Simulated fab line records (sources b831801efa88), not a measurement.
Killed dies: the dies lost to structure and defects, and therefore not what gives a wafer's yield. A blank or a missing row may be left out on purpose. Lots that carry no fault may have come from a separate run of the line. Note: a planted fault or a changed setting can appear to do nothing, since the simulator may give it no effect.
What tool caused it? || flow sky130 || 6 lots (18 wafers sampled), 1 step of a 708-step route

## WHAT EACH GAUGE READ, for each wafer
SKY_VIA3_THK_MEAS_01.
{"lot": "L627", "measured": "day 39 02:14", "on": "filmMetro-01", "VIA3_HDPCVD_THK (nm)": "1641 1645 1643"}
{"lot": "L631", "measured": "day 40 10:49", "on": "filmMetro-04", "VIA3_HDPCVD_THK (nm)": "1635 1663 1609"}
{"lot": "L634", "measured": "day 41 07:10", "on": "filmMetro-01", "VIA3_HDPCVD_THK (nm)": "1637 1607 1644"}
{"lot": "L637", "measured": "day 42 10:01", "on": "filmMetro-02", "VIA3_HDPCVD_THK (nm)": "1655 1646 1640"}
{"lot": "L640", "measured": "day 43 05:56", "on": "filmMetro-01", "VIA3_HDPCVD_THK (nm)": "1639 1597 1626"}
{"lot": "L647", "measured": "day 45 09:18", "on": "filmMetro-02", "VIA3_HDPCVD_THK (nm)": "1625 1632 1645"}

## WHICH TOOL RAN EACH LOT (tool, then ch and the chambers of the sampled wafers, then the start)
There is no process step in the record ahead of these readings.

## THE ANSWER, worked out from the rows above alone
Rule: what is usual is taken from the lots themselves. The widest of any qualifying gaps counts: lots, ordered by their means at a reading, are off when they make up no more than a third of the lots, leave a main group of 4 or more, and stand apart from it by 3 or more times the standard deviation of that group's means. Not used: any main group whose means are identical at the precision the tables above print for the reading. Also off: a lot with no number at a reading for which 4 or more lots have one. The other lots that the step has rows for count as sound.
None of the lots is off at any reading shown; this tells nothing.

## WHAT THE SIMULATOR PUT IN
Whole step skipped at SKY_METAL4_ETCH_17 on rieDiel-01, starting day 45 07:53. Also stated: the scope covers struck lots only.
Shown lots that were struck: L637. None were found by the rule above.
